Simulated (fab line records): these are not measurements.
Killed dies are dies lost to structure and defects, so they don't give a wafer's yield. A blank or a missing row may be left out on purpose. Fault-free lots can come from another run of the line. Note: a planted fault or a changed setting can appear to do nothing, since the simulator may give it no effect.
What tool caused it?    flow gf180mcu    42 wafers from 14 lots sampled at 2 of the route's 602 steps

== WHAT THE GAUGES SHOWED, per wafer ==
GF_POLY_GATE_CD_MEAS_10: target cd 280 nm.
lot   measured      on         cd nm (nm)
L301  day 9 00:17   cd sem-02  279.5 279.6 279.8
L302  day 9 09:20   cd sem-01  279.2 278.9 279.4
L315  day 13 14:16  cd sem-02  281.1 280.0 279.9
L316  day 14 01:02  cd sem-01  279.5 280.3 280.1
L317  day 14 02:20  cd sem-02  279.5 280.1 281.1
L318  day 14 04:43  cd sem-02  280.3 280.0 280.0
L319  day 14 15:41  cd sem-02  279.4 278.7 279.4
L321  day 15 11:01  cd sem-01  280.1 281.4 280.9
L322  day 15 12:11  cd sem-02  280.6 280.7 280.1
L323  day 15 18:24  cd sem-01  280.0 280.0 280.1
L324  day 16 02:23  cd sem-02  281.1 279.8 280.6

== WHICH TOOL RAN EACH LOT (tool, then ch and the chambers of the sampled wafers, then the start) ==
lot   GF_STI_CMP_25
L301  cmp-02 ch 0,1,3, day 2 05:04
L302  cmp-01 ch 0,3, day 2 09:01
L309  cmp-02 ch 2,3, day 4 02:20
L310  cmp-01 ch 1,2, day 4 02:25
L311  cmp-01 ch 0,1,2, day 4 11:49
L315  cmp-01 ch 1,2,3, day 5 08:30
L316  cmp-01 ch 1,3, day 5 13:50
L317  cmp-02 ch 0,1,2, day 5 14:05
L318  cmp-01 ch 0,1,3, day 5 21:40
L319  cmp-01 ch 1,2, day 6 01:13
L321  cmp-01 ch 1,2,3, day 6 15:04
L322  cmp-01 ch 0,2,3, day 6 18:48
L323  cmp-02 ch 0,2,3, day 6 22:34
L324  cmp-02 ch 0,1,2, day 7 03:22
- GF_STI_CMP_25: polishes, stops on Si3N4, t overpolish 33 s, target thk 524.6 nm.

== WHAT THE TOOLS THEMSELVES READ (means of the sampled wafers that have a number; where no wafer has one, the mark that the record gives instead) ==
GF_STI_CMP_25.
lot   tool    edge zone pressure frac  head pressure psi (psi)  motor current A (A)  overpolish run s (s)  time to endpoint s (s)
L301  cmp-02  0.996                    4.006                    13.8                 33.003                120
L302  cmp-01  1.000                    4.010                    11.7                 32.998                130
L309  cmp-02  -                        -                        -                    -                     -
L310  cmp-01  -                        -                        -                    -                     -
L311  cmp-01  -                        -                        -                    -                     -
L315  cmp-01  1.000                    4.008                    12.1                 33.005                121
L316  cmp-01  1.006                    3.999                    12.3                 32.997                126
L317  cmp-02  1.006                    4.002                    13.2                 33.005                122
L318  cmp-01  0.999                    3.989                    12.0                 32.990                121
L319  cmp-01  1.004                    4.001                    11.8                 33.006                126
L321  cmp-01  1.002                    3.999                    11.7                 33.006                126
L322  cmp-01  1.005                    4.000                    11.5                 32.999                120
L323  cmp-02  1.004                    4.003                    13.7                 32.992                124
L324  cmp-02  0.999                    4.008                    12.9                 32.994                123

== THE ANSWER, worked out from the rows above alone ==
Rule: the usual values come from the lots themselves. Put in order of their means at a reading, lots are off if they are a third of the lots or fewer, leave a main group of 4 or more, and stand apart from it by a gap of 3 or more times the standard deviation of the main group's means; of several such gaps the widest counts. Not used: any main group whose means are identical at the precision the tables above print for the reading. Also off: a lot with no number at a reading for which 4 or more lots have one. The other lots that the step has rows for count as sound. After the gauges, taken in route order, come the tools' own readings; for these a lot's mean is taken, as printed above. At the first step where some lot is off, the reading lying furthest off is the one used; lots without a number count as furthest.
Off at GF_STI_CMP_25 (edge zone pressure frac): L309, L310, L311. Without a number there: L309, L310, L311. The main group: mean 1.002, standard deviation 0.0032.
If a tool, at that step or one of the process steps before it, ran each lot that is off and ran no sound lot following the first of them, it fits. Of those tried, none fits.

== WHAT THE SIMULATOR PUT IN ==
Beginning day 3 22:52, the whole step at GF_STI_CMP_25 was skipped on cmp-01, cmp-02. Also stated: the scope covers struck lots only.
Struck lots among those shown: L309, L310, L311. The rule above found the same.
